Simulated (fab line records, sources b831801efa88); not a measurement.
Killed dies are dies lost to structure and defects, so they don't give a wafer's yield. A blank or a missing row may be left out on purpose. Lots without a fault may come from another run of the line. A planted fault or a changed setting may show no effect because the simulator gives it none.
Problem report in the 8D (eight disciplines) form, filled by code | flow gf180mcu | the parts of the form that need people (team, actions taken, sign-off) are left out

1. THE PROBLEM
chamber_pressure_pa at GF_M3_SPUTTER_01 reads a mean of 0.1502 Pa on 2 wafers of 2 lots; wafers without a fault read 0.4000 Pa with a standard deviation of 0.00081. That is -99 or more standard deviations from the usual mean.
The step: material TiN, target thk 30 nm, time 25 s.
First seen on wafer L532.2, day 23 15:05, on pvd_sputter-04. The record holds 18 wafers of 6 lots with a number at this step. Rule for "out", or "out of limits": more than 4 standard deviations from the usual mean. The other wafers with a number count as sound.

2. WHAT IT IS AND WHAT IT IS NOT
question                    | is                                      | is not
which readings at this step | chamber_pressure_pa, throttle_valve_pct | -
which lots                  | L532, L533                              | L526, L536, L540, L545
which wafers of those lots  | L532.2, L533.2                          | L532.4, L532.6, L533.3, L533.5
read on which tools         | pvd_sputter-04                          | pvd_sputter-02
when                        | from day 23 15:05                       | up to then (5 sound wafers); but 11 sound wafers of L533, L536, L540, L545 came after

3. SUSPECTS, AND WHAT RULES EACH OUT
Counting: a tool at a process step up to the reading stays a suspect if it ran every lot that is out. Sound lots after the first of them don't rule it out here, since some wafers of a struck lot are sound.
- pvd_sputter-02 at GF_V2_SPUTTER_22 (material TiN, target thk 10 nm, time 40.64 s): kept. It ran every lot that is out, first L532 (day 23 14:22).
- pvd_sputter-04 at GF_M3_SPUTTER_00 (material Ti, target thk 37.5 nm, time 150 s): kept. It ran every lot that is out, first L532 (day 23 14:59).
- pvd_sputter-04 at GF_M3_SPUTTER_01 (material TiN, target thk 30 nm, time 25 s): kept. It ran every lot that is out, first L532 (day 23 15:05). Its own readings are out on those wafers: chamber_pressure_pa, throttle_valve_pct.
Left after counting: pvd_sputter-02 at GF_V2_SPUTTER_22, pvd_sputter-04 at GF_M3_SPUTTER_00, pvd_sputter-04 at GF_M3_SPUTTER_01.

4. THE CAUSE (what the simulator had put in)
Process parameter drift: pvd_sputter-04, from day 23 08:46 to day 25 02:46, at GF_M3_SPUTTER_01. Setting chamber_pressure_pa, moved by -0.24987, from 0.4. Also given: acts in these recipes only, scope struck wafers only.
Counting left 3 suspects, and this tool is among them.

5. THE CHAIN OF EFFECTS, in route order
Each row: a reading whose mean over the struck wafers that have a number lies more than 3 standard deviations from the usual. Only readings for which the record gives a usual standard deviation are gone through. hours: the time from each lot's start at the first step in this table that gives one to its start at this step, as a median over the lots. sigmas: the change in usual standard deviations.
hours | step             | reading             | usual     | on struck wafers | change  | sigmas
0     | GF_M3_SPUTTER_01 | chamber_pressure_pa | 0.4000 Pa | 0.1502           | -0.2499 | -99 or more
0     | GF_M3_SPUTTER_01 | throttle_valve_pct  | 30.0 %    | 48.8             | +18.8   | +20
The process steps in it:
- GF_M3_SPUTTER_01: material TiN, target thk 30 nm, time 25 s.

6. WHAT WOULD HAVE CAUGHT IT SOONER
In this record the first reading out of limits was taken at day 23 15:05, 6 hours after the fault began at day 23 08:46.
